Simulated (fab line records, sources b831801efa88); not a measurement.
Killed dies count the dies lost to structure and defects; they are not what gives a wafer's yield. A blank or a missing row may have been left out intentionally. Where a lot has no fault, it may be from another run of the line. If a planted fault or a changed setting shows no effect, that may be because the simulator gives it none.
A lot that was struck, set against a sound lot + flow sky130 + 16 steps out of a route of 708
Sound: these wafers, L560.2, L560.3, L560.6. Wafers struck: L566.1, L566.5, L566.6. Last of all comes the cause.
For every step that has rows: the tool of each side, followed by ch and its chambers, followed by its first start. Under that, the readings that differ: sound wafers + struck wafers + difference of the means + sigmas: that difference in standard deviations of wafers without a fault.
alike: a reading whose means differ by less than 2 such deviations, as well as words and numbers matching on both sides. not compared: withheld readings; readings where some wafer has no value; bounds like >300 that might hide an equal value; numbers whose values overlap and for which the record gives no deviation.
The two part at a step that has a row with sigmas, a row that says differs or no value, or rows on one side only. Numbers that don't overlap but have no deviation are shown without sigmas and don't part them. Lack of a reading on every wafer of one side parts them only where that side has two or more wafers.

first, 3 steps without rows for these wafers: SKY_METAL1_EXPOSE_12 (exposes mask MM1, target cd 140 nm); SKY_METAL1_PEB_13; SKY_METAL1_DEVELOP_14 (develop time 60 s).
SKY_METAL1_CD_MEAS_15 targets a cd of 140 nm.
  sound on cd-sem-01, day 35 21:31; struck on cd-sem-02, day 37 16:13
  alike: cd-nm
SKY_METAL1_OVL_MEAS_16:
  sound on overlay-02, day 35 21:37; struck on overlay-02, day 37 16:20
| reading         | sound      | struck  | difference | sigmas |
|-----------------|------------|---------|------------|--------|
| METAL1_OVL (nm) | -9 -15 -19 | 0 -2 -5 | +12        | +2     |
SKY_METAL1_DESCUM_17: chemistry O2, time 8 s.
  sound on rie-metal-02 ch 0, day 35 21:39; struck on rie-metal-04 ch 0,1, day 37 16:22
  alike: chamber-pressure-mTorr, drypump-motor-current-A, oes-product-au
  not compared: rf-hours-counter-h
SKY_METAL1_ETCH_18: etches BARC in N2/H2, stops on SiO2, time 45.9 s, target depth 60 nm.
  sound on rie-metal-02 ch 0, day 35 21:41; struck on rie-metal-04 ch 0,1, day 37 16:25
  alike: chamber-pressure-mTorr, drypump-motor-current-A, oes-product-au, throttle-valve-pct
  not compared: rf-hours-counter-h
SKY_METAL1_METAL_ETCH_19: etches the open film in Cl2/BCl3, stops on SiO2, target depth 360 nm, time 78 s.
  sound on rie-metal-02 ch 0, day 35 21:44; struck on rie-metal-04 ch 0,1, day 37 16:30
| reading             | sound             | struck            | difference | sigmas |
|---------------------|-------------------|-------------------|------------|--------|
| mfc-cl2-sccm (sccm) | 59.79 59.67 59.69 | 59.92 60.07 60.22 | +0.35      | +2     |
  alike: chamber-pressure-mTorr, drypump-motor-current-A, oes-product-au, throttle-valve-pct
  not compared: rf-hours-counter-h
SKY_METAL1_STRIP_20: strips in O2/N2.
  sound on plasma-asher-02 ch 0, day 35 21:50; struck on plasma-asher-01 ch 0,1, day 37 16:35
  alike: chamber-pressure-mTorr, drypump-motor-current-A, o2-flow-sccm, oes-product-au, strip-time-to-endpoint-s
  not compared: rf-hours-counter-h
then, 3 steps without rows for these wafers: SKY_METAL1_STRIP_21 (strips in post etch residue remover, time 1200 s); SKY_METAL1_CLEAN_22 (cleans in IPA, time 180 s); SKY_METAL1_CLEAN_23 (cleans in O3/DIW).
SKY_VIA1_HDPCVD_00: deposits SiO2, target thk 1030 nm, time 171.7 s.
  sound on hdpcvd-01 ch 0,2, day 35 22:26; struck on hdpcvd-01 ch 0,1, day 37 17:13
| reading                                  | sound             | struck            | difference | sigmas |
|------------------------------------------|-------------------|-------------------|------------|--------|
| sih4-flow-sccm (sccm)                    | 60.06 60.12 60.43 | 51.20 51.03 51.14 | -9.08      | -48    |
| model.SiO2_of_VIA1_HDPCVD_00.thk-nm (nm) | 1043 1040 1037    | 888 879.9 885.4   | -156       |        |
SKY_VIA1_THK_MEAS_01:
  sound on film-metro-01, day 35 22:33; struck on film-metro-02, day 37 17:20
| reading              | sound          | struck      | difference | sigmas |
|----------------------|----------------|-------------|------------|--------|
| VIA1_HDPCVD_THK (nm) | 1043 1040 1036 | 888 880 885 | -155       | -13    |
SKY_VIA1_CMP_02: polishes SiO2.
  sound on cmp-02 ch 0,1,2, day 35 22:50; struck on cmp-02 ch 0,1,2, day 37 17:32
  alike: head-pressure-psi, motor-current-A
-- the record jumps here: 12 days lie between the struck wafers' starts before and after (it left off in module VIA1 and takes up again in module PAD_OPEN, whose first step shown is number 708 of the route) --
SKY_PAD_OPEN_PROBE_99:
  sound on prober-01, day 48 04:44; struck on prober-01, day 49 09:15
  alike: defect-limited-yield, killed_at_M0_to_M3, killed_at_M4_up, killed-at-contacts, killed-at-front-end, killed-at-other, killed-dies, killed-open, killed-short

## WHERE THEY PART
Earliest at SKY_METAL1_OVL_MEAS_16; latest, in this record, at SKY_VIA1_THK_MEAS_01. Later steps at which nothing parts them and some readings are alike: SKY_VIA1_CMP_02, SKY_PAD_OPEN_PROBE_99.

WHY: the cause the simulator had injected
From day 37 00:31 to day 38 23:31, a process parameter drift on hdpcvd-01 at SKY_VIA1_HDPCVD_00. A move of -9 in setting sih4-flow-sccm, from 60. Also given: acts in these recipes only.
